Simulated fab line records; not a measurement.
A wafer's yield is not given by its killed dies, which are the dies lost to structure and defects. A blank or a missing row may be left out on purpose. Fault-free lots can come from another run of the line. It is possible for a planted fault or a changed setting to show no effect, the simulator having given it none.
fab line records | flow sky130
record lots=13 | wafers=35 | lastDay=50
route steps=708 shown SD_P@328 METAL2@484 METAL4@633 PAD_OPEN@708
lots that met no fault: taken from a fault-free run of the same line
startH: start of the lot's first displayed wafer, in hours after the record's first day | waitH: hours elapsed since this lot's preceding step | " identical to the entry in the row above | L1.1+2: several wafers, shown together as one row | - no value, or no start given | * or withheld: withheld | < > ~ a bound
route shown NAME@n: NAME is a module with steps in the file, n the number in the route of the first one | usual: the fault-free wafers' mean and standard deviation | same: alike in all rows | chamber/n: place in a boat | sites: readings site by site | _std_site: how widely they spread, as a standard deviation | _edge_site: inner sites' mean taken away from outer sites' mean | radiusMm: for every site, how far away it sits from the centre of the wafer | mask NAME#n: copy n | behind: tool/chamber where the wafer was last shaped | hold: the reason the lot was held/the length of the hold in hours/how it ended | device: the transistor (n, p or np) that didn't switch | end of line: the tests these same wafers got at the end of their route | a step given without rows: its recipe and nothing more | killed: count of dies lost to structure and defects at first sort (not the wafer's yield) | map: a wafer's dies, marking killed ones x, the rest . and places with no die _
set.NAME: setting as actually run; set.NAME@STEP: the setting as run at that earlier step | model.NAME: the simulator's own value behind a step, which no gauge read
route steps across a sampled set of lots; one table per step, one row per wafer
services: when a tool's chamber went out of use (startH, in hours from the record's first day, below 0 if earlier), for how many hours, and the reason
## steps
# step SKY_SD_P_OVL_MEAS_08
# usual SD_P_OVL=-0.5/1.4
lot.wafer | tool       | chamber | startH | waitH | SD_P_OVL[nm]
L209.2    | overlay-01 | -       | 606.29 | 0.1   | -2.6
L209.3    | "          | -       | "      | "     | -1.1
L209.6    | "          | -       | "      | "     | -2.6
L210.3    | overlay-01 | -       | 614.73 | 0.1   | -2.3
L210.5    | "          | -       | "      | "     | -0.5
L210.6    | "          | -       | "      | "     | -1.3
L212.2    | overlay-02 | -       | 624.16 | 0.1   | -0.7
L212.5    | "          | -       | "      | "     | -1.9
L212.6    | "          | -       | "      | "     | -0.4
L213.4    | overlay-01 | -       | 636.02 | 0.1   | -0.3
L213.5    | "          | -       | "      | "     | 0.4
L213.6    | "          | -       | "      | "     | 0.9
L214.1    | overlay-01 | -       | 656.50 | 0.1   | 0.7
L214.2    | "          | -       | "      | "     | 0.5
L214.3    | "          | -       | "      | "     | 0.1
L216.2    | overlay-01 | -       | 658.90 | 0.1   | -0.4
L216.3    | "          | -       | "      | "     | -0.3
L216.4    | "          | -       | "      | "     | -1.1
L221.2    | overlay-02 | -       | 698.14 | 0.1   | -2.1
L221.5    | "          | -       | "      | "     | 1.4
L221.6    | "          | -       | "      | "     | 0.0
L222.4    | overlay-02 | -       | 705.89 | 0.1   | 1.8
L222.5    | "          | -       | "      | "     | 0.9
L223.1    | overlay-01 | -       | 710.87 | 0.1   | -2.7
L228.4    | overlay-01 | -       | 747.19 | 0.1   | -0.7
L228.5    | "          | -       | "      | "     | -2.1
L228.6    | "          | -       | "      | "     | -2.6
L229.3    | overlay-01 | -       | 750.64 | 0.1   | -1.5
L229.6    | "          | -       | "      | "     | -0.5
L231.1    | overlay-02 | -       | 760.63 | 0.1   | 2.2
L231.2    | "          | -       | "      | "     | 3.4
L231.4    | "          | -       | "      | "     | 1.9
L232.2    | overlay-02 | -       | 768.75 | 0.1   | 1.1
L232.3    | "          | -       | "      | "     | -1.6
L232.4    | "          | -       | "      | "     | 1.8
# step SKY_METAL2_SPUTTER_01
# recipe material=TiN | targetThkNm=20 | powerW=6500 | timeS=16.7 | chamberPressurePa=0.4
# usual throttleValvePct=29.8/0.81
# same timeS=16.7
lot.wafer | tool          | chamber | startH | waitH | throttleValvePct
L209.2    | pvdSputter-04 | -       | 808.77 | 0.0   | 29.5
L209.3    | "             | -       | "      | "     | 30.7
L209.6    | "             | -       | "      | "     | 29.3
L210.3    | pvdSputter-01 | -       | 819.52 | 0.0   | 28.7
L210.5    | "             | -       | "      | "     | 31.0
L210.6    | "             | -       | "      | "     | 29.1
L212.2    | pvdSputter-02 | -       | 827.03 | 0.0   | 28.7
L212.5    | "             | -       | "      | "     | 31.1
L212.6    | "             | -       | "      | "     | 28.8
L213.4    | pvdSputter-02 | -       | 837.48 | 0.0   | 29.7
L213.5    | "             | -       | "      | "     | 28.8
L213.6    | "             | -       | "      | "     | 30.8
L214.1    | pvdSputter-02 | -       | 858.08 | 0.0   | 30.9
L214.2    | "             | -       | "      | "     | 29.9
L214.3    | "             | -       | "      | "     | 30.2
L216.2    | pvdSputter-04 | -       | 859.17 | 0.0   | 30.6
L216.3    | "             | -       | "      | "     | 29.5
L216.4    | "             | -       | "      | "     | 29.5
L221.2    | pvdSputter-01 | -       | 894.77 | 0.0   | 29.3
L221.5    | "             | -       | "      | "     | 28.4
L221.6    | "             | -       | "      | "     | 29.1
L222.4    | pvdSputter-01 | -       | 901.72 | 0.0   | 29.4
L222.5    | "             | -       | "      | "     | 29.3
L223.1    | pvdSputter-02 | -       | 903.77 | 0.0   | 30.1
L228.4    | pvdSputter-04 | -       | 939.14 | 0.0   | 29.8
L228.5    | "             | -       | "      | "     | 30.6
L228.6    | "             | -       | "      | "     | 29.7
L229.3    | pvdSputter-04 | -       | 942.64 | 0.0   | 29.5
L229.6    | "             | -       | "      | "     | 30.4
L231.1    | pvdSputter-04 | -       | 950.42 | 0.0   | 30.8
L231.2    | "             | -       | "      | "     | 30.5
L231.4    | "             | -       | "      | "     | 29.7
L232.2    | pvdSputter-01 | -       | 960.45 | 0.0   | 28.7
L232.3    | "             | -       | "      | "     | 29.4
L232.4    | "             | -       | "      | "     | 29.2
# step SKY_METAL2_THK_MEAS_06
# recipe thkMeasGauge=xrf | reads=AlCu_of_METAL2_SPUTTER_02
# usual METAL2_ALCU_THK=252.8/2.9
lot.wafer | tool         | chamber | startH | waitH | METAL2_ALCU_THK[nm]
L209.2    | filmMetro-03 | -       | 809.02 | 0.1   | 256.1
L209.3    | "            | -       | "      | "     | 258.5
L209.6    | "            | -       | "      | "     | 255.4
L210.3    | filmMetro-04 | -       | 819.78 | 0.1   | 255.8
L210.5    | "            | -       | "      | "     | 250.5
L210.6    | "            | -       | "      | "     | 252.2
L212.2    | filmMetro-03 | -       | 827.28 | 0.1   | 249.5
L212.5    | "            | -       | "      | "     | 251.6
L212.6    | "            | -       | "      | "     | 248.1
L213.4    | filmMetro-01 | -       | 837.74 | 0.1   | 253.2
L213.5    | "            | -       | "      | "     | 252.6
L213.6    | "            | -       | "      | "     | 256.6
L214.1    | filmMetro-01 | -       | 858.32 | 0.1   | 251.4
L214.2    | "            | -       | "      | "     | 251.3
L214.3    | "            | -       | "      | "     | 244.7
L216.2    | filmMetro-04 | -       | 859.41 | 0.1   | 255.4
L216.3    | "            | -       | "      | "     | 250.8
L216.4    | "            | -       | "      | "     | 252.2
L221.2    | filmMetro-04 | -       | 895.01 | 0.1   | 252.8
L221.5    | "            | -       | "      | "     | 257.1
L221.6    | "            | -       | "      | "     | 254.2
L222.4    | filmMetro-03 | -       | 901.99 | 0.1   | 255.1
L222.5    | "            | -       | "      | "     | 254.4
L223.1    | filmMetro-04 | -       | 904.01 | 0.1   | 257.7
L228.4    | filmMetro-01 | -       | 939.41 | 0.1   | 251.3
L228.5    | "            | -       | "      | "     | 253.8
L228.6    | "            | -       | "      | "     | 247.8
L229.3    | filmMetro-04 | -       | 942.90 | 0.1   | 254.9
L229.6    | "            | -       | "      | "     | 259.5
L231.1    | filmMetro-01 | -       | 950.66 | 0.1   | 251.8
L231.2    | "            | -       | "      | "     | 256.5
L231.4    | "            | -       | "      | "     | 256.4
L232.2    | filmMetro-01 | -       | 960.69 | 0.1   | 253.8
L232.3    | "            | -       | "      | "     | 250.9
L232.4    | "            | -       | "      | "     | 253.5
# step SKY_METAL4_ETCH_17
# recipe target=SiO2 | stopOn=TiN | chemistry=C4F8/O2/Ar | sourceW=1500 | biasW=1200 | pressureMtorr=40 | c4f8FlowSccm=withheld | O2_flow_sccm=6 | Ar_flow_sccm=300 | timeS=3.9 | targetDepthA=150
# usual oesProductAu=0.757/0.0075
lot.wafer | tool       | chamber | startH  | waitH | oesProductAu | rfHoursCounterH
L209.2    | rieDiel-01 | 1       | 993.65  | 0.1   | 0.757        | 14
L209.3    | "          | 3       | "       | "     | 0.764        | 16
L209.6    | "          | 3       | "       | "     | 0.765        | -
L210.3    | rieDiel-03 | 1       | 1003.52 | 0.0   | 0.752        | 19
L210.5    | "          | 3       | "       | "     | 0.759        | -
L210.6    | "          | 2       | "       | "     | 0.762        | -
L212.2    | rieDiel-03 | 2       | 1008.12 | 0.1   | 0.755        | 15
L212.5    | "          | 3       | "       | "     | 0.747        | -
L212.6    | "          | 2       | "       | "     | 0.753        | -
L213.4    | rieDiel-02 | 3       | 1017.85 | 0.0   | 0.766        | 16
L213.5    | "          | 3       | "       | "     | 0.759        | -
L213.6    | "          | 2       | "       | "     | 0.767        | -
L214.1    | rieDiel-02 | 1       | 1036.65 | 0.1   | 0.754        | 15
L214.2    | "          | 3       | "       | "     | 0.758        | 16
L214.3    | "          | 2       | "       | "     | 0.759        | 14
L216.2    | rieDiel-03 | 2       | 1037.00 | 0.1   | 0.756        | 16
L216.3    | "          | 0       | "       | "     | 0.757        | 14
L216.4    | "          | 3       | "       | "     | 0.770        | 12
L221.2    | rieDiel-01 | 2       | 1067.90 | 0.1   | 0.749        | 4
L221.5    | "          | 2       | "       | "     | 0.763        | -
L221.6    | "          | 3       | "       | "     | 0.739        | -
L222.4    | rieDiel-01 | 3       | 1072.60 | 0.0   | 0.792        | 19
L222.5    | "          | 0       | "       | "     | 0.765        | -
L223.1    | rieDiel-01 | 3       | 1073.55 | 0.1   | 0.743        | 19
L228.4    | rieDiel-02 | 2       | 1105.30 | 0.0   | 0.769        | 16
L228.5    | "          | 3       | "       | "     | 0.759        | -
L228.6    | "          | 0       | "       | "     | 0.760        | -
L229.3    | rieDiel-01 | 3       | 1109.07 | 0.0   | 0.749        | 20
L229.6    | "          | 0       | "       | "     | 0.767        | -
L231.1    | rieDiel-02 | 3       | 1115.02 | 0.1   | 0.757        | 18
L231.2    | "          | 1       | "       | "     | 0.760        | 18
L231.4    | "          | 0       | "       | "     | 0.761        | 8
L232.2    | rieDiel-02 | 1       | 1123.90 | 0.1   | 0.762        | 18
L232.3    | "          | 2       | "       | "     | 0.767        | 17
L232.4    | "          | 3       | "       | "     | 0.769        | 18
# step SKY_PAD_OPEN_PROBE_99
# usual defectLimitedYield=82.5/1.9 | killed_at_M0_to_M3=43/6.8 | killed_at_M4_up=3.0/1.6 | killedAtContacts=25/6 | killedAtFrontEnd=15/4.4 | killedAtOther=0.3/0.52 | killedDies=86/9.6 | killedOpen=47/6.7 | killedShort=39/6.8 | sort_bin_3_pad_short=0.9/0.43 | sort_bin_5_function=10.3/1.5 | sort_bin_6_memory=6.3/1.1 | sortNPass=406/9.6 | sortYieldPct=82.5/1.9
# same grossDies=492 | killedAtBackSide=0 | sort_bin_4_leakage[%]=0 | sort_bin_8_speed[%]=0
lot.wafer | tool      | chamber | startH  | waitH | defectLimitedYield[%] | killed_at_M0_to_M3 | killed_at_M4_up | killedAtContacts | killedAtFrontEnd | killedAtOther | killedDies | killedOpen | killedShort | sort_bin_3_pad_short[%] | sort_bin_5_function[%] | sort_bin_6_memory[%] | sortNPass | sortYieldPct[%]
L212.2    | prober-01 | -       | 1102.18 | 0.1   | 84.6                  | 42                 | 3               | 16               | 15               | 0             | 76         | 41         | 35          | 1.2                     | 8.9                    | 5.3                  | 416       | 84.6
L212.5    | prober-01 | -       | 1102.33 | 0.2   | 86.0                  | 41                 | 1               | 10               | 17               | 0             | 69         | 30         | 39          | 1.2                     | 7.5                    | 5.3                  | 423       | 86.0
L212.6    | prober-01 | -       | 1102.38 | 0.2   | 79.1                  | 44                 | 3               | 39               | 17               | 0             | 103        | 54         | 49          | 1.2                     | 12.4                   | 7.3                  | 389       | 79.1
L213.4    | prober-02 | -       | 1109.15 | 0.2   | 78.0                  | 53                 | 2               | 30               | 23               | 0             | 108        | 47         | 61          | 2.2                     | 13.2                   | 6.5                  | 384       | 78.0
L213.5    | prober-02 | -       | 1109.20 | 0.2   | 81.9                  | 37                 | 1               | 32               | 18               | 1             | 89         | 42         | 47          | 1.6                     | 11.0                   | 5.5                  | 403       | 81.9
L213.6    | prober-02 | -       | 1109.25 | 0.2   | 79.7                  | 51                 | 2               | 20               | 27               | 0             | 100        | 53         | 47          | 1.6                     | 11.4                   | 7.3                  | 392       | 79.7
L216.2    | prober-01 | -       | 1127.79 | 0.1   | 86.4                  | 39                 | 2               | 17               | 9                | 0             | 67         | 42         | 25          | 0.2                     | 7.5                    | 5.9                  | 425       | 86.4
L216.3    | prober-01 | -       | 1127.84 | 0.2   | 82.3                  | 43                 | 4               | 26               | 14               | 0             | 87         | 55         | 32          | 1.8                     | 9.6                    | 6.3                  | 405       | 82.3
L216.4    | prober-01 | -       | 1127.89 | 0.2   | 83.7                  | 29                 | 2               | 31               | 18               | 0             | 80         | 39         | 40          | 0.2                     | 9.1                    | 6.9                  | 412       | 83.7
L221.2    | prober-01 | -       | 1154.78 | 0.1   | 81.3                  | 54                 | 3               | 17               | 18               | 0             | 92         | 54         | 38          | 1.4                     | 11.8                   | 5.5                  | 400       | 81.3
L221.5    | prober-01 | -       | 1154.93 | 0.2   | 85.6                  | 36                 | 1               | 25               | 9                | 0             | 71         | 33         | 38          | 0.8                     | 9.3                    | 4.3                  | 421       | 85.6
L221.6    | prober-01 | -       | 1154.98 | 0.2   | 86.0                  | 43                 | 2               | 14               | 10               | 0             | 69         | 40         | 29          | 0.6                     | 8.3                    | 5.1                  | 423       | 86.0
L222.4    | prober-01 | -       | 1158.45 | 0.2   | 85.0                  | 31                 | 2               | 27               | 14               | 0             | 74         | 33         | 40          | 0.8                     | 8.1                    | 6.1                  | 418       | 85.0
L222.5    | prober-01 | -       | 1158.50 | 0.2   | 79.1                  | 50                 | 7               | 34               | 12               | 0             | 103        | 52         | 50          | 1.2                     | 13.2                   | 6.5                  | 389       | 79.1
L223.1    | prober-02 | -       | 1159.98 | 0.1   | 81.9                  | 53                 | 4               | 14               | 18               | 0             | 89         | 46         | 43          | 1.0                     | 9.6                    | 7.5                  | 403       | 81.9
L229.3    | prober-02 | -       | 1186.48 | 0.2   | 86.0                  | 43                 | 4               | 14               | 8                | 0             | 69         | 45         | 24          | 0.8                     | 8.3                    | 4.9                  | 423       | 86.0
L229.6    | prober-02 | -       | 1186.63 | 0.2   | 84.6                  | 31                 | 4               | 16               | 25               | 0             | 76         | 41         | 35          | 0.8                     | 8.7                    | 5.9                  | 416       | 84.6
L231.1    | prober-02 | -       | 1192.58 | 0.1   | 80.9                  | 47                 | 1               | 28               | 17               | 1             | 94         | 45         | 49          | 0.4                     | 12.8                   | 5.9                  | 398       | 80.9
L231.2    | prober-02 | -       | 1192.63 | 0.1   | 82.9                  | 36                 | 5               | 24               | 19               | 0             | 84         | 49         | 33          | 1.2                     | 9.6                    | 6.3                  | 408       | 82.9
L231.4    | prober-02 | -       | 1192.73 | 0.2   | 76.8                  | 62                 | 2               | 29               | 21               | 0             | 114        | 62         | 52          | 1.4                     | 12.4                   | 9.3                  | 378       | 76.8
L232.2    | prober-01 | -       | 1199.60 | 0.1   | 82.1                  | 43                 | 0               | 33               | 10               | 2             | 88         | 45         | 43          | 0.8                     | 10.6                   | 6.5                  | 404       | 82.1
L232.3    | prober-01 | -       | 1199.65 | 0.2   | 84.1                  | 36                 | 1               | 23               | 18               | 0             | 78         | 53         | 23          | 0.4                     | 8.9                    | 6.5                  | 414       | 84.1
L232.4    | prober-01 | -       | 1199.70 | 0.2   | 79.3                  | 42                 | 6               | 33               | 20               | 1             | 102        | 51         | 51          | 0.8                     | 13.2                   | 6.7                  | 390       | 79.3
# killed by level:class
L212.2 VIA1:geometricParticle:open=10 LI_CONTACT:geometricParticle:open=7 VIA3:geometricParticle:open=6 FIELD_ISO:geometricParticle:short=5 VIA2:geometricParticle:open=5 METAL2:geometricParticle:short=5 CONTACT:geometricParticle:open=4 METAL3:geometricParticle:short=4
L212.5 METAL1:geometricParticle:short=8 FIELD_ISO:geometricParticle:short=7 VIA3:geometricParticle:short=7 FIELD_ISO:geometricParticle:open=6 VIA3:geometricParticle:open=6 VIA1:geometricParticle:open=5 CONTACT:geometricParticle:open=4 VIA1:geometricParticle:short=4
L212.6 CONTACT:geometricParticle:open=14 LI_CONTACT:geometricParticle:open=9 VIA2:geometricParticle:open=8 LOCAL_INTERCONNECT:geometricParticle:short=7 VIA1:geometricParticle:open=7 CONTACT:geometricParticle:short=6 VIA3:geometricParticle:open=6 METAL1:geometricParticle:short=6
L213.4 VIA1:geometricParticle:open=13 LOCAL_INTERCONNECT:geometricParticle:short=9 METAL1:geometricParticle:short=8 CONTACT:geometricParticle:open=7 VIA3:geometricParticle:open=7 CONTACT:geometricParticle:short=6 FIELD_ISO:geometricParticle:short=6 POLY_GATE:geometricParticle:short=5
L213.5 CONTACT:geometricParticle:open=11 VIA3:geometricParticle:open=9 POLY_GATE:geometricParticle:short=8 METAL2:geometricParticle:short=8 CONTACT:geometricParticle:short=7 LI_CONTACT:geometricParticle:open=6 VIA1:geometricParticle:open=5 POLY_CUT:geometricParticle:short=4
L213.6 VIA1:geometricParticle:open=14 VIA2:geometricParticle:open=9 POLY_GATE:geometricParticle:open=8 METAL1:geometricParticle:short=8 CONTACT:geometricParticle:open=7 POLY_GATE:geometricParticle:short=6 LOCAL_INTERCONNECT:geometricParticle:short=6 VIA3:geometricParticle:open=5
L216.2 VIA1:geometricParticle:open=9 VIA3:geometricParticle:open=8 LI_CONTACT:geometricParticle:open=7 VIA2:geometricParticle:open=7 CONTACT:geometricParticle:short=5 METAL1:geometricParticle:short=5 CONTACT:geometricParticle:open=4 METAL2:geometricParticle:short=3
L216.3 VIA2:geometricParticle:open=12 CONTACT:geometricParticle:open=10 VIA1:geometricParticle:open=10 METAL2:geometricParticle:short=9 LI_CONTACT:geometricParticle:open=7 FIELD_ISO:geometricParticle:open=6 LI_CONTACT:geometricParticle:short=4 METAL1:geometricParticle:short=4
L216.4 CONTACT:geometricParticle:open=12 POLY_GATE:geometricParticle:short=6 LI_CONTACT:geometricParticle:open=6 METAL1:geometricParticle:short=6 LOCAL_INTERCONNECT:geometricParticle:short=5 CONTACT:geometricParticle:short=5 VIA3:geometricParticle:open=5 POLY_GATE:geometricParticle:open=4
L221.2 VIA1:geometricParticle:open=13 VIA2:geometricParticle:open=9 METAL1:geometricParticle:short=7 LI_CONTACT:geometricParticle:open=6 METAL1:geometricParticle:open=5 FIELD_ISO:geometricParticle:open=4 POLY_GATE:geometricParticle:short=4 POLY_GATE:geometricParticle:open=4
L221.5 VIA1:geometricParticle:open=9 LI_CONTACT:geometricParticle:open=8 VIA2:geometricParticle:open=7 LOCAL_INTERCONNECT:geometricParticle:short=6 CONTACT:geometricParticle:short=5 LI_CONTACT:geometricParticle:short=4 VIA1:geometricParticle:short=4 METAL2:geometricParticle:short=4
L221.6 VIA2:geometricParticle:open=9 LI_CONTACT:geometricParticle:open=7 VIA1:geometricParticle:short=7 VIA3:geometricParticle:open=7 VIA1:geometricParticle:open=6 POLY_GATE:geometricParticle:open=3 CONTACT:geometricParticle:short=3 METAL2:geometricParticle:short=3
L222.4 CONTACT:geometricParticle:open=13 VIA3:geometricParticle:open=7 VIA1:geometricParticle:short=6 POLY_GATE:geometricParticle:short=5 LOCAL_INTERCONNECT:geometricParticle:short=5 CONTACT:geometricParticle:short=5 METAL1:geometricParticle:short=4 POLY_GATE:geometricParticle:open=3
L222.5 VIA1:geometricParticle:open=10 LI_CONTACT:geometricParticle:open=9 LOCAL_INTERCONNECT:geometricParticle:short=8 CONTACT:geometricParticle:short=8 VIA2:geometricParticle:open=8 VIA3:geometricParticle:open=8 METAL1:geometricParticle:short=7 CONTACT:geometricParticle:open=7
L223.1 VIA1:geometricParticle:open=16 METAL2:geometricParticle:short=8 FIELD_ISO:geometricParticle:open=6 METAL1:geometricParticle:short=6 VIA1:geometricParticle:short=6 VIA3:geometricParticle:open=5 POLY_GATE:geometricParticle:short=4 VIA3:geometricParticle:short=4
L229.3 VIA1:geometricParticle:open=12 VIA2:geometricParticle:open=10 CONTACT:geometricParticle:open=5 VIA3:geometricParticle:open=5 FIELD_ISO:geometricParticle:open=4 VIA1:geometricParticle:short=4 CONTACT:geometricParticle:short=4 METAL1:geometricParticle:short=4
L229.6 FIELD_ISO:geometricParticle:open=8 METAL2:geometricParticle:short=7 CONTACT:geometricParticle:open=6 VIA1:geometricParticle:open=6 FIELD_ISO:geometricParticle:short=5 POLY_GATE:geometricParticle:open=4 POLY_GATE:geometricParticle:short=4 VIA2:geometricParticle:open=4
L231.1 CONTACT:geometricParticle:open=10 LI_CONTACT:geometricParticle:open=8 VIA1:geometricParticle:short=8 METAL2:geometricParticle:short=8 VIA2:geometricParticle:open=6 METAL1:geometricParticle:short=6 FIELD_ISO:geometricParticle:open=5 VIA1:geometricParticle:open=5
L231.2 VIA1:geometricParticle:open=11 METAL1:geometricParticle:short=10 LI_CONTACT:geometricParticle:open=10 CONTACT:geometricParticle:open=8 FIELD_ISO:geometricParticle:open=5 VIA3:geometricParticle:short=4 POLY_GATE:geometricParticle:open=3 POLY_GATE:geometricParticle:short=3
L231.4 VIA1:geometricParticle:open=17 CONTACT:geometricParticle:open=15 FIELD_ISO:geometricParticle:short=8 VIA3:geometricParticle:open=8 METAL2:geometricParticle:short=7 VIA2:geometricParticle:open=7 VIA1:geometricParticle:short=6 LI_CONTACT:geometricParticle:open=6
L232.2 CONTACT:geometricParticle:open=12 VIA2:geometricParticle:open=8 METAL1:geometricParticle:short=7 LI_CONTACT:geometricParticle:open=7 VIA1:geometricParticle:open=6 VIA3:geometricParticle:open=6 CONTACT:geometricParticle:short=5 METAL2:geometricParticle:short=5
L232.3 VIA1:geometricParticle:open=13 CONTACT:geometricParticle:open=11 VIA2:geometricParticle:open=9 CONTACT:geometricParticle:short=6 FIELD_ISO:geometricParticle:open=5 POLY_GATE:geometricParticle:open=5 VIA3:geometricParticle:open=5 VIA1:geometricParticle:short=4
L232.4 CONTACT:geometricParticle:open=12 POLY_GATE:geometricParticle:open=9 LOCAL_INTERCONNECT:geometricParticle:short=9 VIA1:geometricParticle:open=9 METAL2:geometricParticle:short=7 LI_CONTACT:geometricParticle:open=6 VIA3:geometricParticle:open=5 METAL1:geometricParticle:short=4
## services
tool          | chamber | startH  | hours | kind
rieDiel-03    | -       | 807.88  | 2.8   | pm
pvdSputter-04 | -       | 809.72  | 2.0   | repair
rieDiel-01    | 2       | 819.21  | 2.2   | repair
rieDiel-02    | 0       | 819.62  | 13.6  | repair
rieDiel-02    | -       | 837.46  | 0.7   | repair
rieDiel-01    | 3       | 843.97  | 12.0  | repair
rieDiel-01    | -       | 852.38  | 14.6  | pm
rieDiel-03    | 2       | 852.70  | 1.9   | repair
pvdSputter-01 | -       | 856.72  | 1.9   | repair
rieDiel-01    | 2       | 892.24  | 12.9  | repair
rieDiel-01    | 3       | 892.91  | 2.4   | repair
rieDiel-01    | 2       | 905.18  | -     | clean
rieDiel-01    | 2       | 905.18  | 28.8  | scheduledDown
rieDiel-02    | -       | 959.69  | 0.3   | repair
rieDiel-02    | 0       | 977.08  | 8.7   | repair
rieDiel-02    | -       | 994.00  | 14.6  | pm
pvdSputter-04 | -       | 1029.32 | 9.2   | repair
rieDiel-02    | 0       | 1035.58 | 21.4  | repair
rieDiel-03    | -       | 1073.55 | 1.0   | repair
rieDiel-03    | 3       | 1076.25 | 5.1   | repair
rieDiel-02    | 3       | 1079.80 | 22.2  | repair
rieDiel-03    | 3       | 1089.13 | 3.1   | repair
pvdSputter-01 | -       | 1090.49 | 6.5   | repair
rieDiel-01    | -       | 1121.47 | 0.9   | repair
## key
firstSign step=SKY_METAL4_ETCH_17 | reading=oesProductAu | direction=up | sigmas=4.6 | usual=0.757 | struck=0.792
effect none on later readings
metAt SKY_METAL4_ETCH_17
struckLots L222
struckWafers L222.4
notActingAt SKY_SD_P_OVL_MEAS_08,SKY_METAL2_SPUTTER_01,SKY_METAL2_THK_MEAS_06
onsetBetween 1067.90 1072.60
fault kind=processParameterDrift | tool=rieDiel-01 | chamber=- | onsetH=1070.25 | steps=SKY_METAL4_ETCH_17 | channel=timeS | offset=* | shape=step | endH=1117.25 | scope=struckWafersOnly | actsIn=* | stated=*
